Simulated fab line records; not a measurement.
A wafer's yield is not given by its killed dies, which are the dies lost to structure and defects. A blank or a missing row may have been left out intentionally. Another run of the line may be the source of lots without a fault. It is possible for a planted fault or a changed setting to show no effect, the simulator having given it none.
Matching of chambers ; flow sky130 ; SKY_SONOS_ONO_ETCH_15 on rie-diel-03: 4 sister chambers
The step etches the open film in CHF3/O2, target depth 19.52 nm, time 7.8 s. 4 wafers are shown with their chamber, then 10 later ones without.

WAFERS, EACH WITH ITS CHAMBER
wafer;chamber;drypump-motor-current-A (A)
L085.2;1;5.7
L085.3;0;5.7
L090.1;2;5.1
L090.2;3;5.1

WAFERS WHOSE CHAMBER IS MISSING
wafer;drypump-motor-current-A (A)
L090.6;5.1
L091.1;5.1
L091.2;5.7
L091.3;5.1
L091.4;5.8
L091.5;5.1
L091.6;5.1
L096.1;5.1
L096.3;5.7
L096.4;5.8

THE CHAMBER EACH PASSED THROUGH
wafer;from the rows above;in truth
L090.6;can't be placed: 2 or 3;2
L091.1;can't be placed: 2 or 3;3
L091.2;can't be placed: 0 or 1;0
L091.3;can't be placed: 2 or 3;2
L091.4;can't be placed: 0 or 1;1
L091.5;can't be placed: 2 or 3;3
L091.6;can't be placed: 2 or 3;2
L096.1;can't be placed: 2 or 3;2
L096.3;can't be placed: 0 or 1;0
L096.4;can't be placed: 0 or 1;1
0 of 10 placed correctly. Unplaceable from these rows: 10, with the true chamber sitting among the candidates in 10. 0 placed wrongly.
How it was worked out, from the rows above alone: a wafer's distance from a chamber is the root of the sum, over the readings, of the square of ((its reading less the chamber's mean) divided by the reading's scatter). The wafer belongs to the nearest chamber; if the next one is less than 2 further off, it can't be placed. The mean given for a chamber averages the wafers shown for that chamber. The scatter: with one shown wafer a chamber, the root of the mean of the squares of how far each hidden wafer lies from its nearest shown one.
